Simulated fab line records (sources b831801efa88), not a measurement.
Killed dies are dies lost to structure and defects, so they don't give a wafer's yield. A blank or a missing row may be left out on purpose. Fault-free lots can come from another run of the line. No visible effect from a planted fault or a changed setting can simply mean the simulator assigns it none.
Chamber matching -- flow gf180mcu -- 4 sister chambers for GF_V3_ETCH_16 on rieDiel-03
The step etches BARC in N2/H2. 16 wafers are shown with their chamber, then 8 later ones without.

WAFERS WITH THEIR CHAMBER
wafer,chamber,drypumpMotorCurrentA (A),oesProductAu (a.u.),throttleValvePct (%)
L954.1,2,5.4,0.857,13.217
L954.2,0,5.5,0.850,13.219
L954.6,2,5.4,0.857,13.220
L955.3,0,5.5,0.861,13.218
L955.4,2,5.4,0.858,13.214
L955.5,0,5.5,0.849,13.220
L956.3,0,5.5,0.854,13.228
L956.4,2,5.5,0.860,13.217
L956.6,0,5.5,0.855,13.219
L958.3,0,5.5,0.853,13.231
L958.5,3,4.9,0.864,13.215
L958.6,0,5.5,0.851,13.224
L959.1,1,5.5,0.856,13.225
L959.2,3,4.9,0.864,13.225
L959.3,2,5.4,0.859,13.231
L961.1,1,5.5,0.848,13.207

SIGNATURES (means of the wafers above)
reading,chamber 0,chamber 1,chamber 2,chamber 3,scatter within a chamber
drypumpMotorCurrentA,5.500,5.500,5.420,4.900,0.0258
oesProductAu,0.85329,0.85200,0.85820,0.86400,0.00337
throttleValvePct,13.22271,13.21600,13.21980,13.22000,0.00672
Rule: for a wafer and a chamber, the distance is found by dividing, reading by reading, the gap between the wafer's reading and the chamber's mean by the reading's scatter, squaring, summing and taking the root. The wafer belongs to the nearest chamber; if the next one is less than 2 further off, it can't be placed. How the scatter is found: for the shown wafers, subtract from each reading the mean of its chamber, square and add these, divide the total by (wafers less chambers), then take the root.

WAFERS MISSING THEIR CHAMBER
wafer,drypumpMotorCurrentA (A),oesProductAu (a.u.),throttleValvePct (%)
L961.2,5.4,0.857,13.225
L961.6,5.5,0.857,13.226
L972.1,5.5,0.852,13.232
L972.2,4.9,0.852,13.221
L972.3,5.4,0.854,13.217
L976.4,5.5,0.862,13.218
L976.5,5.5,0.854,13.213
L976.6,5.5,0.859,13.216

EACH ONE'S CHAMBER
wafer,from the rows above,in truth
L961.2,2,2
L961.6,can't be placed: 0 or 1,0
L972.1,can't be placed: 0 or 1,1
L972.2,3,3
L972.3,2,2
L976.4,can't be placed: 0 or 1 or 2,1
L976.5,can't be placed: 1 or 0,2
L976.6,can't be placed: 0 or 1 or 2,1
Correct placement for 3 of the 8. From these rows, 5 cannot be placed; in 4 the true chamber is one of the candidates. 0 placed wrongly.
